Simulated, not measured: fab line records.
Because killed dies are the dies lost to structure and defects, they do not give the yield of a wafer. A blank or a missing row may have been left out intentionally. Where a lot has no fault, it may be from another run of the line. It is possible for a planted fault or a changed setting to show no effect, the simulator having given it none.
fab line records | flow sky130
record lots=11 | wafers=33 | last-day=49
route steps=708 shown FIELD_ISO@26 VT_ADJUST_PCH@152 SONOS_ONO@169 VIA2@521 PAD_OPEN@708
lots that met no fault: from a run of the same line without faults
start-h: hours from the record's opening day to when the first of the lot's shown wafers began | wait-h: hours since the lot's step before | " repeats the value in the row above | L1.1+2: one row covering several wafers at once | - no value, or no start given | * or withheld: withheld | < > ~ a bound
route shown NAME@n: a module of which the file shows steps, and the number in the route of the first | usual: average and standard deviation across the fault-free wafers | same: alike in all rows | chamber/n: place in a boat | sites: readings site by site | _std_site: how widely they spread, as a standard deviation | _edge_site: the outer-site mean with the inner-site mean subtracted | radius-mm: how far each site lies from the wafer's centre | mask NAME#n: copy n | behind: the last tool/chamber to shape the wafer | hold: why the lot went on hold/how many hours it stayed there/how the hold came to an end | device: transistor that didn't switch, given as n, p or np | end of line: tests run on the same wafers once the route is complete | a step with no rows: only its recipe | killed: not the wafer's yield, but the dies lost to structure and defects at the first sort | map: shows each die of a wafer: x if killed, . if not, _ if none is there
set.NAME: the setting that was run; set.NAME@STEP: the one run at that earlier step | model.NAME: the simulator's own value behind a step, which no gauge read
route steps across a sampled set of lots; one table per step, one row per wafer
services: from which hour (start-h, from the record's first day; less than 0 if before it) a tool's chamber was out of use, for how many hours, and why
## steps
# step SKY_FIELD_ISO_THK_MEAS_25
# recipe reads=SiO2_of_FIELD_ISO_CVD_24
# usual FIELD_ISO_CVD_24_THK=594/6.1
lot.wafer | tool          | chamber | start-h | wait-h | FIELD_ISO_CVD_24_THK[nm]
L401.1    | film-metro-02 | -       | 42.49   | 0.0    | 600
L401.3    | "             | -       | "       | "      | 601
L401.6    | "             | -       | "       | "      | 598
L403.4    | film-metro-02 | -       | 52.54   | 0.0    | 594
L403.5    | "             | -       | "       | "      | 588
L403.6    | "             | -       | "       | "      | 597
L404.1    | film-metro-03 | -       | 61.03   | 0.0    | 593
L404.3    | "             | -       | "       | "      | 597
L404.5    | "             | -       | "       | "      | 596
L406.1    | film-metro-04 | -       | 69.18   | 0.0    | 589
L406.2    | "             | -       | "       | "      | 595
L406.3    | "             | -       | "       | "      | 592
L407.2    | film-metro-03 | -       | 73.12   | 0.0    | 583
L407.5    | "             | -       | "       | "      | 593
L407.6    | "             | -       | "       | "      | 596
L409.1    | film-metro-04 | -       | 84.11   | 0.0    | 604
L409.2    | "             | -       | "       | "      | 604
L409.5    | "             | -       | "       | "      | 610
L411.3    | film-metro-03 | -       | 92.96   | 0.1    | 600
L411.5    | "             | -       | "       | "      | 605
L411.6    | "             | -       | "       | "      | 601
L412.2    | film-metro-02 | -       | 97.96   | 0.1    | 586
L412.3    | "             | -       | "       | "      | 583
L412.5    | "             | -       | "       | "      | 585
L414.2    | film-metro-02 | -       | 110.59  | 0.0    | 582
L414.3    | "             | -       | "       | "      | 592
L414.4    | "             | -       | "       | "      | 588
L415.2    | film-metro-04 | -       | 116.25  | 0.0    | 595
L415.4    | "             | -       | "       | "      | 599
L415.6    | "             | -       | "       | "      | 598
L418.2    | film-metro-04 | -       | 131.74  | 0.0    | 593
L418.3    | "             | -       | "       | "      | 592
L418.5    | "             | -       | "       | "      | 593
# step SKY_VT_ADJUST_PCH_STRIP_09
# recipe chemistry=O2/N2 | power-w=1400 | pressure-mtorr=1500 | platen-temp-c=withheld | o2-flow-sccm=3000 | n2-flow-sccm=300 | overash-fraction=0.5
# usual chamber-pressure-mTorr=1499.7/1.3 | drypump-motor-current-A=5.7/0.45 | oes-product-au=0.722/0.0048 | strip-time-to-endpoint-s=36.93/0.11
lot.wafer | tool            | chamber | start-h | wait-h | chamber-pressure-mTorr | drypump-motor-current-A | oes-product-au | rf-hours-counter-h | strip-time-to-endpoint-s
L401.1    | plasma-asher-04 | 0       | 239.45  | 0.1    | 1496.7                 | 6.2                     | 0.722          | 43                 | 37.00
L401.3    | "               | 0       | "       | "      | 1500.2                 | 6.2                     | 0.714          | -                  | 37.05
L401.6    | "               | 0       | "       | "      | 1500.1                 | 6.2                     | 0.726          | -                  | 36.95
L403.4    | plasma-asher-04 | 0       | 250.01  | 0.1    | 1499.7                 | 6.3                     | 0.721          | -                  | 36.95
L403.5    | "               | 1       | "       | "      | 1501.2                 | 5.2                     | 0.720          | -                  | 37.03
L403.6    | "               | 0       | "       | "      | 1500.1                 | 6.3                     | 0.717          | -                  | 36.96
L404.1    | plasma-asher-03 | 1       | 265.82  | 0.1    | 1500.8                 | 6.0                     | 0.713          | 59                 | 36.78
L404.3    | "               | 0       | "       | "      | 1501.9                 | 6.0                     | 0.724          | -                  | 36.74
L404.5    | "               | 1       | "       | "      | 1499.0                 | 6.0                     | 0.719          | -                  | 36.80
L406.1    | plasma-asher-03 | 1       | 274.99  | 0.1    | 1500.8                 | 6.0                     | 0.725          | 60                 | 36.92
L406.2    | "               | 0       | "       | "      | 1500.4                 | 6.0                     | 0.719          | 60                 | 36.85
L406.3    | "               | 0       | "       | "      | 1500.2                 | 6.0                     | 0.718          | -                  | 36.91
L407.2    | plasma-asher-04 | 1       | 280.00  | 0.1    | 1499.1                 | 5.2                     | 0.726          | 47                 | 36.95
L407.5    | "               | 0       | "       | "      | 1499.2                 | 6.3                     | 0.721          | -                  | 36.89
L407.6    | "               | 1       | "       | "      | 1499.0                 | 5.2                     | 0.721          | -                  | 36.90
L409.1    | plasma-asher-04 | 1       | 299.27  | 0.1    | 1498.7                 | 5.2                     | 0.717          | 49                 | 36.90
L409.2    | "               | 0       | "       | "      | 1499.3                 | 6.3                     | 0.728          | 49                 | 36.90
L409.5    | "               | 1       | "       | "      | 1500.1                 | 5.2                     | 0.720          | -                  | 36.90
L411.3    | plasma-asher-02 | 1       | 310.33  | 0.1    | 1498.2                 | 5.5                     | 0.720          | -                  | 36.93
L411.5    | "               | 1       | "       | "      | 1500.7                 | 5.5                     | 0.720          | -                  | 36.90
L411.6    | "               | 0       | "       | "      | 1498.5                 | 5.2                     | 0.726          | -                  | 36.79
L412.2    | plasma-asher-03 | 1       | 318.22  | 0.1    | 1500.3                 | 6.0                     | 0.719          | 64                 | 36.78
L412.3    | "               | 1       | "       | "      | 1501.8                 | 6.0                     | 0.719          | -                  | 36.79
L412.5    | "               | 0       | "       | "      | 1500.7                 | 6.0                     | 0.719          | -                  | 36.72
L414.2    | plasma-asher-04 | 1       | 342.12  | 0.1    | 1499.9                 | 5.2                     | 0.721          | 53                 | 36.91
L414.3    | "               | 1       | "       | "      | 1498.3                 | 5.2                     | 0.717          | -                  | 36.90
L414.4    | "               | 0       | "       | "      | 1501.2                 | 6.3                     | 0.728          | -                  | 36.89
L415.2    | plasma-asher-03 | 0       | 347.60  | 0.1    | 1500.2                 | 6.0                     | 0.722          | 67                 | 36.92
L415.4    | "               | 0       | "       | "      | 1500.5                 | 6.0                     | 0.726          | -                  | 36.86
L415.6    | "               | 0       | "       | "      | 1500.8                 | 6.0                     | 0.720          | -                  | 36.89
L418.2    | plasma-asher-02 | 1       | 368.34  | 0.1    | 1499.3                 | 5.5                     | 0.714          | 64                 | 36.68
L418.3    | "               | 1       | "       | "      | 1501.0                 | 5.5                     | 0.717          | -                  | 36.82
L418.5    | "               | 0       | "       | "      | 1499.2                 | 5.2                     | 0.728          | -                  | 36.76
# step SKY_SONOS_ONO_THK_MEAS_01
# recipe reads=SiO2_of_SONOS_ONO_OXIDATION_00
# usual SONOS_ONO_OXIDATION_THK=2.60/0.051
lot.wafer | tool          | chamber | start-h | wait-h | SONOS_ONO_OXIDATION_THK[nm]
L401.1    | film-metro-04 | -       | 266.01  | 0.0    | 2.64
L401.3    | "             | -       | "       | "      | 2.62
L401.6    | "             | -       | "       | "      | 2.66
L403.4    | film-metro-03 | -       | 278.62  | 0.0    | 2.50
L403.5    | "             | -       | "       | "      | 2.53
L403.6    | "             | -       | "       | "      | 2.54
L404.1    | film-metro-03 | -       | 291.84  | 0.0    | 2.64
L404.3    | "             | -       | "       | "      | 2.56
L404.5    | "             | -       | "       | "      | 2.60
L406.1    | film-metro-04 | -       | 303.42  | 0.0    | 2.54
L406.2    | "             | -       | "       | "      | 2.59
L406.3    | "             | -       | "       | "      | 2.57
L407.2    | film-metro-04 | -       | 307.81  | 0.0    | 2.62
L407.5    | "             | -       | "       | "      | 2.58
L407.6    | "             | -       | "       | "      | 2.61
L409.1    | film-metro-03 | -       | 325.05  | 0.0    | 2.68
L409.2    | "             | -       | "       | "      | 2.54
L409.5    | "             | -       | "       | "      | 2.61
L411.3    | film-metro-02 | -       | 337.90  | 0.0    | 2.58
L411.5    | "             | -       | "       | "      | 2.53
L411.6    | "             | -       | "       | "      | 2.59
L412.2    | film-metro-02 | -       | 347.46  | 0.0    | 2.52
L412.3    | "             | -       | "       | "      | 2.58
L412.5    | "             | -       | "       | "      | 2.53
L414.2    | film-metro-03 | -       | 373.86  | 0.0    | 2.58
L414.3    | "             | -       | "       | "      | 2.58
L414.4    | "             | -       | "       | "      | 2.65
L415.2    | film-metro-04 | -       | 379.44  | 0.0    | 2.66
L415.4    | "             | -       | "       | "      | 2.65
L415.6    | "             | -       | "       | "      | 2.65
L418.2    | film-metro-02 | -       | 399.08  | 0.0    | 2.59
L418.3    | "             | -       | "       | "      | 2.64
L418.5    | "             | -       | "       | "      | 2.63
# step SKY_VIA2_ETCH_14
# recipe chemistry=N2/H2 | target=BARC | ion-energy-ev=200 | source-w=500 | bias-w=100 | pressure-mtorr=30 | n2-flow-sccm=100 | h2-flow-sccm=200 | stop-on=SiO2 | time-s=45.9 | target-depth-a=600
# usual bias-w=99.98/0.3 | chamber-pressure-mTorr=30.000/0.026 | drypump-motor-current-A=5.8/0.37 | oes-product-au=0.856/0.0044 | throttle-valve-pct=13.224/0.0095
lot.wafer | tool        | chamber | start-h | wait-h | bias-w | chamber-pressure-mTorr | drypump-motor-current-A | oes-product-au | rf-hours-counter-h | throttle-valve-pct
L401.1    | rie-diel-02 | 1       | 857.52  | 0.0    | 99.92  | 29.979                 | 5.9                     | 0.857          | 5                  | 13.217
L401.3    | "           | 0       | "       | "      | 100.39 | 30.013                 | 5.3                     | 0.857          | 17                 | 13.228
L401.6    | "           | 3       | "       | "      | 99.94  | 29.981                 | 5.5                     | 0.850          | -                  | 13.219
L403.4    | rie-diel-02 | 3       | 870.73  | 0.0    | 99.90  | 29.992                 | 5.5                     | 0.858          | 8                  | 13.236
L403.5    | "           | 3       | "       | "      | 99.36  | 29.963                 | 5.5                     | 0.858          | -                  | 13.231
L403.6    | "           | 2       | "       | "      | 100.14 | 30.046                 | 6.2                     | 0.860          | -                  | 13.238
L406.1    | rie-diel-02 | 2       | 905.72  | 0.0    | 100.26 | 30.008                 | 6.2                     | 0.850          | 6                  | 13.222
L406.2    | "           | 3       | "       | "      | 100.53 | 30.065                 | 5.5                     | 0.857          | 9                  | 13.239
L406.3    | "           | 0       | "       | "      | 100.39 | 30.000                 | 5.3                     | 0.857          | 19                 | 13.224
L404.1    | rie-diel-02 | 2       | 907.40  | 0.0    | 100.12 | 29.985                 | 6.2                     | 0.856          | 6                  | 13.241
L404.3    | "           | 1       | "       | "      | 100.19 | 29.992                 | 5.9                     | 0.858          | 6                  | 13.209
L404.5    | "           | 1       | "       | "      | 100.22 | 29.989                 | 5.9                     | 0.863          | -                  | 13.224
L407.2    | rie-diel-01 | 1       | 910.37  | 0.0    | 99.92  | 30.000                 | 6.1                     | 0.862          | 20                 | 13.226
L407.5    | "           | 0       | "       | "      | 100.15 | 29.999                 | 5.8                     | 0.848          | -                  | 13.218
L407.6    | "           | 3       | "       | "      | 99.83  | 29.990                 | 6.5                     | 0.855          | -                  | 13.233
L409.1    | rie-diel-03 | 0       | 922.42  | 0.0    | 99.48  | 29.961                 | 5.6                     | 0.855          | 27                 | 13.220
L409.2    | "           | 1       | "       | "      | 100.23 | 29.975                 | 5.4                     | 0.855          | 26                 | 13.247
L409.5    | "           | 0       | "       | "      | 99.97  | 29.977                 | 5.6                     | 0.861          | -                  | 13.226
L411.3    | rie-diel-03 | 1       | 931.10  | 0.0    | 99.37  | 30.027                 | 5.4                     | 0.855          | 27                 | 13.216
L411.5    | "           | 1       | "       | "      | 99.71  | 29.995                 | 5.4                     | 0.856          | -                  | 13.226
L411.6    | "           | 0       | "       | "      | 100.35 | 30.031                 | 5.6                     | 0.858          | -                  | 13.239
L412.2    | rie-diel-03 | 0       | 940.32  | 0.0    | 100.23 | 30.050                 | 5.6                     | 0.859          | 27                 | 13.232
L412.3    | "           | 3       | "       | "      | 100.17 | 29.947                 | 5.4                     | 0.849          | 12                 | 13.215
L412.5    | "           | 3       | "       | "      | 100.98 | 29.995                 | 5.4                     | 0.858          | -                  | 13.213
L414.2    | rie-diel-01 | 3       | 962.45  | 0.0    | 99.92  | 29.967                 | 6.5                     | 0.848          | 9                  | 13.219
L414.3    | "           | 1       | "       | "      | 99.91  | 29.998                 | 6.1                     | 0.853          | 22                 | 13.228
L414.4    | "           | 2       | "       | "      | 99.61  | 30.049                 | 5.7                     | 0.862          | 2                  | 13.214
L415.2    | rie-diel-02 | 3       | 967.67  | 0.0    | 100.02 | 30.025                 | 5.5                     | 0.859          | 11                 | 13.206
L415.4    | "           | 0       | "       | "      | 99.77  | 30.026                 | 5.2                     | 0.852          | 20                 | 13.235
L415.6    | "           | 3       | "       | "      | 99.94  | 29.964                 | 5.5                     | 0.857          | -                  | 13.228
L418.2    | rie-diel-02 | 1       | 986.00  | 0.0    | 100.14 | 29.949                 | 5.9                     | 0.858          | 8                  | 13.222
L418.3    | "           | 2       | "       | "      | 100.52 | 30.029                 | 6.2                     | 0.854          | 8                  | 13.223
L418.5    | "           | 1       | "       | "      | 99.97  | 30.036                 | 5.9                     | 0.856          | -                  | 13.232
# step SKY_PAD_OPEN_PROBE_99
# usual defect-limited-yield=82.5/1.9 | killed_at_M0_to_M3=44/6.4 | killed_at_M4_up=3.4/2.1 | killed-at-contacts=23/5 | killed-at-front-end=15/4.5 | killed-at-other=0.3/0.54 | killed-dies=86/9.5 | killed-open=48/6.9 | killed-short=38/5.9 | sort_bin_3_pad_short=0.8/0.44 | sort_bin_5_function=10.5/1.6 | sort_bin_6_memory=6.1/1.1 | sort-n-pass=406/9.5 | sort-yield-pct=82.5/1.9
# same gross-dies=492 | killed-at-back-side=0 | sort_bin_4_leakage[%]=0 | sort_bin_8_speed[%]=0
lot.wafer | tool      | chamber | start-h | wait-h | defect-limited-yield[%] | killed_at_M0_to_M3 | killed_at_M4_up | killed-at-contacts | killed-at-front-end | killed-at-other | killed-dies | killed-open | killed-short | sort_bin_3_pad_short[%] | sort_bin_5_function[%] | sort_bin_6_memory[%] | sort-n-pass | sort-yield-pct[%]
L418.2    | prober-02 | -       | 1178.88 | 0.1    | 79.1                    | 78                 | 3               | 17                 | 4                   | 1               | 103         | 40          | 39           | 2.0                     | 12.8                   | 6.1                  | 389         | 79.1
L418.3    | prober-02 | -       | 1178.93 | 0.2    | 80.9                    | 45                 | 5               | 28                 | 15                  | 1               | 94          | 59          | 34           | 0.6                     | 11.8                   | 6.7                  | 398         | 80.9
L418.5    | prober-02 | -       | 1179.03 | 0.2    | 79.9                    | 58                 | 3               | 20                 | 18                  | 0               | 99          | 38          | 40           | 1.8                     | 11.2                   | 7.1                  | 393         | 79.9
# killed by level:class
L418.2 VIA2:unspecified=24 METAL2:geometric-particle:short=12 VIA1:geometric-particle:open=8 VIA3:geometric-particle:open=8 VIA1:geometric-particle:short=6 VIA2:geometric-particle:short=5 CONTACT:geometric-particle:open=5 METAL1:geometric-particle:short=5
L418.3 VIA1:geometric-particle:open=12 CONTACT:geometric-particle:open=11 VIA2:geometric-particle:open=11 LI_CONTACT:geometric-particle:open=8 METAL2:geometric-particle:short=5 METAL4:geometric-particle:short=5 FIELD_ISO:geometric-particle:open=4 CONTACT:geometric-particle:short=4
L418.5 VIA2:unspecified=21 LOCAL_INTERCONNECT:geometric-particle:short=6 VIA1:geometric-particle:open=6 VIA2:geometric-particle:open=6 VIA3:geometric-particle:open=6 LI_CONTACT:geometric-particle:open=5 METAL2:geometric-particle:short=5 CONTACT:geometric-particle:open=5
## services
tool            | chamber | start-h | hours | kind
rie-diel-02     | -       | 260.21  | 0.3   | repair
rie-diel-02     | 0       | 274.85  | 5.6   | repair
rie-diel-02     | 2       | 286.88  | 4.7   | repair
rie-diel-02     | 2       | 316.00  | 11.3  | repair
plasma-asher-03 | -       | 332.32  | 1.4   | repair
rie-diel-02     | 2       | 387.85  | 10.5  | repair
plasma-asher-04 | -       | 421.64  | 14.6  | pm
rie-diel-02     | -       | 455.12  | 0.4   | repair
rie-diel-02     | -       | 498.42  | 0.3   | repair
rie-diel-02     | -       | 537.01  | 14.6  | pm
rie-diel-02     | 1       | 574.43  | 4.0   | repair
rie-diel-02     | 2       | 603.13  | 3.2   | repair
plasma-asher-03 | -       | 609.04  | 1.1   | repair
rie-diel-02     | 3       | 653.61  | 4.0   | repair
rie-diel-02     | 1       | 672.35  | 2.1   | repair
rie-diel-02     | 2       | 674.16  | 54.6  | repair
rie-diel-02     | 2       | 773.54  | 4.8   | repair
rie-diel-02     | 2       | 792.14  | 6.0   | repair
rie-diel-02     | 3       | 800.50  | 8.5   | repair
plasma-asher-04 | -       | 849.05  | 2.3   | repair
plasma-asher-04 | -       | 861.03  | 1.9   | repair
rie-diel-02     | -       | 894.71  | 2.8   | pm
plasma-asher-04 | -       | 941.53  | 2.4   | repair
plasma-asher-04 | -       | 976.68  | 2.8   | pm
## key
first-sign step=SKY_PAD_OPEN_PROBE_99 | reading=killed_at_M0_to_M3 | direction=up | sigmas=3.8 | usual=44 | struck=68
effect none on later readings
met-at SKY_VIA2_ETCH_14
struck-lots L418
struck-wafers L418.2,L418.5
not-acting-at SKY_FIELD_ISO_THK_MEAS_25,SKY_VT_ADJUST_PCH_STRIP_09,SKY_SONOS_ONO_THK_MEAS_01
onset-between 907.40 986.00
fault kind=chamber-particle-source | tool=rie-diel-02 | chamber=1 | onset-h=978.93 | steps=SKY_VIA2_ETCH_14 | rate-per-visit-cm2=0.97968 | end-h=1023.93
